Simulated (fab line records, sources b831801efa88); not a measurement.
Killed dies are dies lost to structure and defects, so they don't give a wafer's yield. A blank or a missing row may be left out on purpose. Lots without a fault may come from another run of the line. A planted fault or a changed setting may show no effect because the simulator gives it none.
fab line records | flow sky130
record lots=12 wafers=36 last_day=50
route steps=708 shown NWELL@33 DNWELL@43 PWDE@54 PAD_OPEN@708
lots that met no fault: from a run of the same line without faults
start_h: hours from the record's first day to the start of the lot's first wafer shown | wait_h: hours since the lot's step before | " the same as in the row above | L1.1+2: a row that stands for several wafers | - no value, or no start given | * or withheld: withheld | < > ~ a bound
route shown NAME@n: a module of which the file shows steps, and the number in the route of the first | usual: mean/standard deviation of fault-free wafers | same: alike in all rows | chamber/n: place in a boat | sites: the reading at each site | _std_site: their standard deviation | _edge_site: outer sites' mean less inner sites' | radius_mm: how far each site lies from the wafer's centre | mask NAME#n: copy n | behind: the tool/chamber that last shaped the wafer | hold: why the lot was held/for how many hours/how that ended | device: the transistor (n, p or np) that didn't switch | end of line: the same wafers' tests at the end of the route | a step without rows: its recipe alone | killed: dies lost to structure and defects at the first sort, not the wafer's yield | map: a wafer's dies, x killed, . not, _ none there
set.NAME: the setting as run; set.NAME@STEP: as run at that earlier step | model.NAME: the simulator's own value behind a step, which no gauge read
steps of the route over a sample of lots; a table a step, a row a wafer
services: from which hour (start_h, from the record's first day; less than 0 if before it) a tool's chamber was out of use, for how many hours, and why
## steps
# step SKY_NWELL_OXIDATION_01
# recipe temp_c=900 ambient=O2 stabilise_s=600 purge_s=300 target_thk_a=100 ox_time_s=1418
# same ox_time_s=1418
# columns lot.wafer tool chamber start_h wait_h
L104.1+4+6 furnace-02 0 34.78 0.0
L105.1+4+5 furnace-01 0 41.18 1.0
L108.1+2+5 furnace-01 0 57.74 0.6
L108.1+2+5 furnace-01 0 60.54 1.4
L109.2+3+5 furnace-02 0 60.76 0.3
L109.2+3+5 furnace-02 0 63.41 1.2
L118.1+2+6 furnace-01 0 120.25 3.2
L118.1+2+6 furnace-01 0 121.81 0.2
L119.4+5+6 furnace-01 0 120.25 0.6
L120.1+2+5 furnace-01 0 120.25 0.6
L121.2+3+6 furnace-01 0 135.84 0.4
L122.2+4+6 furnace-01 0 135.84 0.4
L124.1+2+5 furnace-02 0 144.70 0.0
L125.1+2+4 furnace-02 0 148.97 0.0
L126.1+3+4 furnace-02 0 148.97 0.0
# step SKY_NWELL_THK_MEAS_02
# recipe reads=SiO2_of_NWELL_OXIDATION_01
# usual NWELL_OXIDATION_THK=9.97/0.22
# columns lot.wafer tool chamber start_h wait_h NWELL_OXIDATION_THK[nm]
L104.1 film_metro-02 - 36.17 0.0 10.09
L104.4 " - " " 10.24
L104.6 " - " " 10.16
L105.1 film_metro-01 - 42.57 0.0 9.60
L105.4 " - " " 9.65
L105.5 " - " " 9.65
L108.1 film_metro-01 - 61.94 0.0 16.09
L108.2 " - " " 15.98
L108.5 " - " " 15.81
L109.2 film_metro-01 - 64.81 0.0 15.54
L109.3 " - " " 15.77
L109.5 " - " " 15.75
L120.1 film_metro-04 - 121.64 0.0 9.91
L120.2 " - " " 10.02
L120.5 " - " " 10.05
L119.4 film_metro-02 - 121.67 0.0 10.30
L119.5 " - " " 10.24
L119.6 " - " " 10.14
L118.1 film_metro-01 - 123.20 0.0 16.67
L118.2 " - " " 16.51
L118.6 " - " " 16.44
L121.2 film_metro-04 - 137.25 0.0 10.46
L121.3 " - " " 10.29
L121.6 " - " " 10.44
L122.2 film_metro-01 - 137.25 0.0 9.88
L122.4 " - " " 9.93
L122.6 " - " " 9.91
L124.1 film_metro-02 - 146.09 0.0 9.86
L124.2 " - " " 9.66
L124.5 " - " " 9.62
L125.1 film_metro-04 - 150.37 0.0 9.83
L125.2 " - " " 9.89
L125.4 " - " " 9.72
L126.1 film_metro-01 - 150.37 0.0 9.76
L126.3 " - " " 9.93
L126.4 " - " " 9.96
# step SKY_DNWELL_STRIP_08
# recipe chemistry=O2/N2 power_w=1400 pressure_mtorr=1500 platen_temp_c=withheld o2_flow_sccm=3000 n2_flow_sccm=300 overash_fraction=0.5
# usual drypump_motor_current_A=5.9/0.42 oes_product_au=0.723/0.0046 strip_time_to_endpoint_s=36.96/0.091
# columns lot.wafer tool chamber start_h wait_h drypump_motor_current_A oes_product_au rf_hours_counter_h strip_time_to_endpoint_s
L104.1 plasma_asher-01 0 51.88 0.1 5.1 0.712 25 36.93
L104.4 " 1 " " 5.7 0.718 - 36.94
L104.6 " 0 " " 5.1 0.720 - 36.93
L105.1 plasma_asher-03 0 58.13 0.1 6.5 0.726 34 36.89
L105.4 " 1 " " 5.8 0.729 - 37.01
L105.5 " 1 " " 5.8 0.721 - 37.00
L108.1 plasma_asher-03 1 76.03 0.1 5.8 0.724 37 37.08
L108.2 " 0 " " 6.5 0.720 37 37.22
L108.5 " 1 " " 5.8 0.724 - 36.97
L109.2 plasma_asher-03 0 78.48 0.1 6.5 0.723 37 37.16
L109.3 " 1 " " 5.8 0.717 - 37.01
L109.5 " 0 " " 6.5 0.721 - 36.97
L118.1 plasma_asher-03 0 140.36 0.1 6.5 0.730 43 36.90
L118.2 " 1 " " 5.8 0.724 43 36.92
L118.6 " 0 " " 6.5 0.722 - 37.00
L120.1 plasma_asher-01 1 140.63 0.1 5.7 0.722 33 36.91
L120.2 " 0 " " 5.1 0.725 33 36.88
L120.5 " 0 " " 5.1 0.727 - 36.84
L119.4 plasma_asher-04 1 140.76 0.1 5.9 0.724 - 37.05
L119.5 " 0 " " 5.7 0.721 - 36.92
L119.6 " 1 " " 5.9 0.717 - 36.91
L122.2 plasma_asher-04 1 156.77 0.1 5.9 0.722 4 36.89
L122.4 " 1 " " 5.9 0.723 - 36.90
L122.6 " 0 " " 5.7 0.725 - 36.77
L121.2 plasma_asher-01 1 156.91 0.1 5.7 0.730 35 36.91
L121.3 " 0 " " 5.1 0.720 - 37.02
L121.6 " 0 " " 5.1 0.723 - 37.02
L124.1 plasma_asher-03 1 165.97 0.1 5.8 0.721 46 36.87
L124.2 " 0 " " 6.5 0.724 46 36.74
L124.5 " 1 " " 5.8 0.727 - 36.91
L125.1 plasma_asher-03 1 170.62 0.1 5.8 0.723 46 36.98
L125.2 " 0 " " 6.5 0.723 46 37.00
L125.4 " 1 " " 5.8 0.733 - 37.04
L126.1 plasma_asher-04 1 170.97 0.1 5.9 0.727 5 36.77
L126.3 " 1 " " 5.9 0.720 - 36.90
L126.4 " 0 " " 5.7 0.723 - 36.80
# step SKY_DNWELL_TW_MEAS_09
# usual DNWELL_TW=1105/8.9
# columns lot.wafer tool chamber start_h wait_h DNWELL_TW
L104.1 film_metro-01 - 51.98 0.1 1096
L104.4 " - " " 1093
L104.6 " - " " 1095
L105.1 film_metro-04 - 58.23 0.1 1119
L105.4 " - " " 1106
L105.5 " - " " 1108
L108.1 film_metro-04 - 76.13 0.1 1109
L108.2 " - " " 1101
L108.5 " - " " 1104
L109.2 film_metro-02 - 78.59 0.1 1109
L109.3 " - " " 1106
L109.5 " - " " 1104
L118.1 film_metro-01 - 140.46 0.1 1102
L118.2 " - " " 1102
L118.6 " - " " 1104
L120.1 film_metro-04 - 140.73 0.1 1106
L120.2 " - " " 1108
L120.5 " - " " 1107
L119.4 film_metro-02 - 140.86 0.1 1108
L119.5 " - " " 1110
L119.6 " - " " 1106
L122.2 film_metro-01 - 156.88 0.1 1089
L122.4 " - " " 1088
L122.6 " - " " 1095
L121.2 film_metro-04 - 157.02 0.1 1115
L121.3 " - " " 1108
L121.6 " - " " 1100
L124.1 film_metro-01 - 166.07 0.1 1090
L124.2 " - " " 1092
L124.5 " - " " 1094
L125.1 film_metro-04 - 170.72 0.1 1111
L125.2 " - " " 1105
L125.4 " - " " 1109
L126.1 film_metro-01 - 171.07 0.1 1094
L126.3 " - " " 1098
L126.4 " - " " 1096
# step SKY_PWDE_STRIP_09
# recipe chemistry=O2/N2 power_w=1400 pressure_mtorr=1500 platen_temp_c=withheld o2_flow_sccm=3000 n2_flow_sccm=300 overash_fraction=0.5
# usual drypump_motor_current_A=5.9/0.39 oes_product_au=0.722/0.0043 strip_time_to_endpoint_s=36.99/0.11
# columns lot.wafer tool chamber start_h wait_h drypump_motor_current_A oes_product_au rf_hours_counter_h strip_time_to_endpoint_s
L104.1 plasma_asher-02 1 68.07 0.1 6.1 0.719 38 37.09
L104.4 " 0 " " 5.3 0.726 - 36.97
L104.6 " 1 " " 6.1 0.723 - 37.05
L105.1 plasma_asher-03 1 74.32 0.1 5.8 0.720 36 37.25
L105.4 " 1 " " 5.8 0.731 - 37.10
L105.5 " 1 " " 5.8 0.729 - 37.13
L108.1 plasma_asher-03 0 93.67 0.1 6.5 0.728 38 36.90
L108.2 " 1 " " 5.8 0.721 38 36.88
L108.5 " 0 " " 6.5 0.723 - 36.96
L109.2 plasma_asher-02 0 95.82 0.1 5.3 0.720 41 37.02
L109.3 " 1 " " 6.1 0.721 - 37.11
L109.5 " 1 " " 6.1 0.724 - 37.10
L118.1 plasma_asher-03 0 160.89 0.1 6.5 0.727 45 36.96
L118.2 " 1 " " 5.8 0.730 45 37.00
L118.6 " 1 " " 5.8 0.718 - 37.00
L120.1 plasma_asher-02 0 161.31 0.1 5.3 0.715 47 36.98
L120.2 " 1 " " 6.1 0.727 47 37.06
L120.5 " 1 " " 6.1 0.718 - 37.06
L119.4 plasma_asher-03 1 161.71 0.1 5.8 0.723 - 37.10
L119.5 " 1 " " 5.8 0.729 - 37.07
L119.6 " 0 " " 6.5 0.713 - 37.00
L122.2 plasma_asher-03 1 177.02 0.1 5.8 0.721 47 36.78
L122.4 " 0 " " 6.5 0.725 - 36.75
L122.6 " 0 " " 6.5 0.727 - 36.79
L121.2 plasma_asher-02 0 177.37 0.1 5.3 0.726 49 37.08
L121.3 " 1 " " 6.1 0.723 - 36.98
L121.6 " 0 " " 5.3 0.724 - 37.05
L124.1 plasma_asher-03 1 186.94 0.1 5.8 0.725 48 37.06
L124.2 " 0 " " 6.4 0.720 48 37.03
L124.5 " 0 " " 6.5 0.718 - 37.01
L125.1 plasma_asher-02 0 191.74 0.1 5.3 0.717 50 37.12
L125.2 " 1 " " 6.1 0.725 50 37.08
L125.4 " 1 " " 6.1 0.721 - 37.12
L126.1 plasma_asher-03 0 192.39 0.1 6.5 0.723 48 36.75
L126.3 " 0 " " 6.5 0.729 - 36.87
L126.4 " 1 " " 5.8 0.721 - 36.94
# step SKY_PAD_OPEN_PROBE_99
# usual killed_at_M0_to_M3=42/6.4 killed_at_M4_up=3.0/2 killed_at_contacts=24/5.2 killed_at_front_end=14/4.2 killed_at_other=0.4/0.72 killed_dies=84/9 killed_on_rim=16/3.7 killed_open=46/6.6 killed_short=38/6
# same gross_dies=492 killed_at_back_side=0
# columns lot.wafer tool chamber start_h wait_h killed_at_M0_to_M3 killed_at_M4_up killed_at_contacts killed_at_front_end killed_at_other killed_dies killed_on_rim killed_open killed_short
L104.1 prober-01 - 1072.28 0.1 45 2 25 16 0 88 18 55 33
L104.4 prober-01 - 1072.43 0.2 38 3 14 20 1 76 16 40 36
L104.6 prober-01 - 1072.53 0.2 35 2 24 19 0 80 18 41 38
L108.1 prober-01 - 1106.31 0.1 42 2 20 20 2 86 17 50 35
L108.2 prober-01 - 1106.36 0.1 29 1 24 16 2 72 13 40 31
L108.5 prober-01 - 1106.51 0.2 42 3 26 15 0 86 19 49 37
L118.1 prober-02 - 1164.84 0.1 53 2 20 11 0 86 15 49 37
L118.2 prober-02 - 1164.89 0.1 44 4 27 16 0 91 15 59 32
L118.6 prober-02 - 1165.09 0.2 52 1 32 12 1 98 22 59 39
L120.1 prober-01 - 1169.71 0.1 48 5 16 6 0 75 13 41 34
L120.2 prober-01 - 1169.76 0.1 42 2 20 11 0 75 12 41 34
L120.5 prober-01 - 1169.91 0.2 38 4 30 10 0 82 20 49 33
L119.4 prober-02 - 1172.66 0.2 37 3 39 18 0 97 18 55 41
L119.5 prober-02 - 1172.71 0.2 43 2 18 15 1 79 14 48 31
L119.6 prober-02 - 1172.76 0.2 52 4 24 17 1 98 16 49 49
L122.2 prober-01 - 1181.05 0.1 42 4 22 18 0 86 20 43 41
L122.4 prober-01 - 1181.15 0.2 53 3 31 16 0 103 16 57 43
L122.6 prober-01 - 1181.25 0.2 50 6 22 17 1 96 15 50 44
L124.1 prober-02 - 1191.62 0.1 58 2 16 13 0 89 15 48 41
L124.2 prober-02 - 1191.67 0.1 40 4 19 23 0 86 17 49 36
L124.5 prober-02 - 1191.82 0.2 39 5 12 20 1 77 13 37 40
L126.1 prober-02 - 1197.32 0.1 42 1 25 14 0 82 18 43 39
L126.3 prober-02 - 1197.42 0.2 45 6 35 8 0 94 11 51 42
L126.4 prober-02 - 1197.47 0.2 48 2 30 24 0 104 25 59 45
# killed by level:class
L104.1 LI_CONTACT:geometric_particle:open=10 VIA1:geometric_particle:open=10 VIA3:geometric_particle:open=9 CONTACT:geometric_particle:open=7 METAL1:geometric_particle:short=6 FIELD_ISO:geometric_particle:open=4 FIELD_ISO:geometric_particle:short=4 CONTACT:geometric_particle:short=4
L104.4 METAL1:geometric_particle:short=10 VIA1:geometric_particle:open=9 POLY_GATE:geometric_particle:open=5 LI_CONTACT:geometric_particle:open=5 VIA2:geometric_particle:open=5 FIELD_ISO:geometric_particle:open=4 FIELD_ISO:geometric_particle:short=3 POLY_GATE:geometric_particle:short=3
L104.6 VIA1:geometric_particle:open=8 CONTACT:geometric_particle:open=8 LOCAL_INTERCONNECT:geometric_particle:short=6 VIA1:geometric_particle:short=6 VIA3:geometric_particle:open=6 FIELD_ISO:geometric_particle:open=5 POLY_GATE:geometric_particle:short=5 FIELD_ISO:geometric_particle:short=4
L108.1 LI_CONTACT:geometric_particle:open=10 VIA3:geometric_particle:open=9 VIA3:geometric_particle:short=8 POLY_GATE:geometric_particle:short=7 CONTACT:geometric_particle:open=7 VIA1:geometric_particle:open=6 VIA2:geometric_particle:open=6 POLY_GATE:geometric_particle:open=5
L108.2 LI_CONTACT:geometric_particle:open=10 VIA1:geometric_particle:open=7 CONTACT:geometric_particle:open=6 POLY_GATE:geometric_particle:short=4 LOCAL_INTERCONNECT:geometric_particle:short=4 VIA1:geometric_particle:short=4 FIELD_ISO:geometric_particle:short=3 POLY_GATE:geometric_particle:open=3
L108.5 VIA1:geometric_particle:open=10 VIA3:geometric_particle:open=9 LI_CONTACT:geometric_particle:open=7 METAL2:geometric_particle:short=7 VIA2:geometric_particle:open=7 CONTACT:geometric_particle:open=6 FIELD_ISO:geometric_particle:short=5 LI_CONTACT:geometric_particle:short=5
L118.1 CONTACT:geometric_particle:open=9 VIA3:geometric_particle:open=8 VIA2:geometric_particle:open=8 VIA1:geometric_particle:open=7 LI_CONTACT:geometric_particle:open=6 VIA1:geometric_particle:short=6 METAL1:geometric_particle:short=6 METAL2:geometric_particle:short=6
L118.2 LI_CONTACT:geometric_particle:open=13 VIA1:geometric_particle:open=12 CONTACT:geometric_particle:open=9 VIA3:geometric_particle:open=6 VIA2:geometric_particle:open=6 POLY_GATE:geometric_particle:short=5 POLY_GATE:geometric_particle:open=4 VIA1:geometric_particle:short=4
L118.6 VIA2:geometric_particle:open=16 CONTACT:geometric_particle:open=9 LOCAL_INTERCONNECT:geometric_particle:short=7 LI_CONTACT:geometric_particle:open=7 VIA1:geometric_particle:short=7 VIA1:geometric_particle:open=7 VIA3:geometric_particle:open=6 CONTACT:geometric_particle:short=5
L120.1 VIA1:geometric_particle:open=8 VIA2:geometric_particle:open=8 VIA3:geometric_particle:open=8 METAL1:geometric_particle:short=6 METAL2:geometric_particle:short=6 CONTACT:geometric_particle:open=5 METAL4:geometric_particle:short=4 LI_CONTACT:geometric_particle:open=4
L120.2 VIA1:geometric_particle:open=10 METAL2:geometric_particle:short=8 VIA3:geometric_particle:open=7 CONTACT:geometric_particle:open=6 LI_CONTACT:geometric_particle:open=5 LOCAL_INTERCONNECT:geometric_particle:short=5 VIA2:geometric_particle:open=4 FIELD_ISO:geometric_particle:open=3
L120.5 CONTACT:geometric_particle:open=12 LI_CONTACT:geometric_particle:open=7 VIA1:geometric_particle:open=7 CONTACT:geometric_particle:short=6 VIA3:geometric_particle:open=6 METAL2:geometric_particle:short=5 VIA2:geometric_particle:open=5 METAL4:geometric_particle:short=4
L119.4 CONTACT:geometric_particle:open=16 VIA1:geometric_particle:open=14 LI_CONTACT:geometric_particle:short=7 LOCAL_INTERCONNECT:geometric_particle:short=7 VIA2:geometric_particle:open=6 LI_CONTACT:geometric_particle:open=5 FIELD_ISO:geometric_particle:short=4 POLY_GATE:geometric_particle:short=4
L119.5 VIA2:geometric_particle:open=11 VIA1:geometric_particle:open=9 VIA3:geometric_particle:open=8 CONTACT:geometric_particle:open=6 FIELD_ISO:geometric_particle:short=5 VIA1:geometric_particle:short=5 CONTACT:geometric_particle:short=4 LI_CONTACT:geometric_particle:open=4
L119.6 VIA1:geometric_particle:open=11 METAL2:geometric_particle:short=9 FIELD_ISO:geometric_particle:short=8 LI_CONTACT:geometric_particle:open=8 VIA2:geometric_particle:open=7 VIA1:geometric_particle:short=6 CONTACT:geometric_particle:short=5 POLY_GATE:geometric_particle:open=4
L122.2 VIA1:geometric_particle:open=11 VIA1:geometric_particle:short=8 CONTACT:geometric_particle:short=7 CONTACT:geometric_particle:open=7 VIA3:geometric_particle:open=7 FIELD_ISO:geometric_particle:short=5 POLY_GATE:geometric_particle:open=5 VIA3:geometric_particle:short=5
L122.4 CONTACT:geometric_particle:open=12 VIA1:geometric_particle:open=11 METAL2:geometric_particle:short=9 LI_CONTACT:geometric_particle:open=7 VIA2:geometric_particle:open=7 VIA3:geometric_particle:open=7 POLY_GATE:geometric_particle:short=5 LOCAL_INTERCONNECT:geometric_particle:short=5
L122.6 VIA1:geometric_particle:open=15 CONTACT:geometric_particle:open=10 VIA2:geometric_particle:open=8 FIELD_ISO:geometric_particle:short=7 METAL2:geometric_particle:short=7 VIA3:geometric_particle:open=7 METAL4:geometric_particle:short=5 VIA1:geometric_particle:short=5
L124.1 VIA1:geometric_particle:open=16 METAL2:geometric_particle:short=12 VIA3:geometric_particle:open=7 CONTACT:geometric_particle:open=5 VIA1:geometric_particle:short=5 FIELD_ISO:geometric_particle:short=4 FIELD_ISO:geometric_particle:open=4 LI_CONTACT:geometric_particle:open=4
L124.2 FIELD_ISO:geometric_particle:open=8 VIA1:geometric_particle:open=8 LI_CONTACT:geometric_particle:open=7 VIA1:geometric_particle:short=6 CONTACT:geometric_particle:open=5 METAL2:geometric_particle:short=5 FIELD_ISO:geometric_particle:short=4 VIA2:geometric_particle:open=4
L124.5 METAL2:geometric_particle:short=9 VIA1:geometric_particle:open=8 FIELD_ISO:geometric_particle:short=7 POLY_GATE:geometric_particle:open=5 FIELD_ISO:geometric_particle:open=4 POLY_GATE:geometric_particle:short=4 CONTACT:geometric_particle:open=4 VIA1:geometric_particle:short=4
L126.1 VIA1:geometric_particle:short=12 VIA1:geometric_particle:open=11 LI_CONTACT:geometric_particle:open=10 VIA3:geometric_particle:open=7 FIELD_ISO:geometric_particle:short=6 CONTACT:geometric_particle:open=6 LOCAL_INTERCONNECT:geometric_particle:short=5 METAL2:geometric_particle:short=4
L126.3 LI_CONTACT:geometric_particle:open=11 VIA3:geometric_particle:open=10 CONTACT:geometric_particle:open=9 VIA2:geometric_particle:open=8 CONTACT:geometric_particle:short=8 METAL1:geometric_particle:short=5 VIA3:geometric_particle:short=5 METAL4:geometric_particle:short=5
L126.4 LI_CONTACT:geometric_particle:open=12 VIA1:geometric_particle:open=10 FIELD_ISO:geometric_particle:open=9 CONTACT:geometric_particle:open=9 FIELD_ISO:geometric_particle:short=7 VIA2:geometric_particle:open=7 METAL2:geometric_particle:short=7 LOCAL_INTERCONNECT:geometric_particle:short=5
## services
# columns tool chamber start_h hours kind
plasma_asher-01 - 37.85 3.9 repair
plasma_asher-01 - 65.25 14.6 pm
furnace-02 - 108.03 4.0 repair
plasma_asher-04 - 108.75 9.0 pm
plasma_asher-04 0 108.75 9.0 vent_cycle
plasma_asher-04 1 108.75 9.0 vent_cycle
furnace-01 - 112.40 3.5 pm
plasma_asher-04 0 117.75 - clean
plasma_asher-04 1 117.75 - clean
furnace-02 - 137.65 3.9 pm
plasma_asher-04 - 148.75 0.3 repair
plasma_asher-02 - 157.08 3.6 repair
## key
first_sign step=SKY_NWELL_OXIDATION_01 reading=visit direction=added
effect step=SKY_NWELL_THK_MEAS_02 reading=NWELL_OXIDATION_THK direction=up sigmas=28 usual=9.97 struck=16.06
met_at SKY_NWELL_OXIDATION_01
struck_lots L108,L109,L118
tester_left_out L108,L109,L118
not_acting_at SKY_DNWELL_STRIP_08,SKY_DNWELL_TW_MEAS_09,SKY_PWDE_STRIP_09
fault kind=repeated_step_whole tool=furnace-01,furnace-02 chamber=- onset_h=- steps=SKY_NWELL_OXIDATION_01 times=1 scope=struck_lots_only
# tester_left_out: of these lots the tester's yield and bins aren't shown, on N5 and GAA mostly nor the transistor test; their killed dies are dies lost to structure and defects alone, not to doping, threshold or leakage, so they don't give the yield
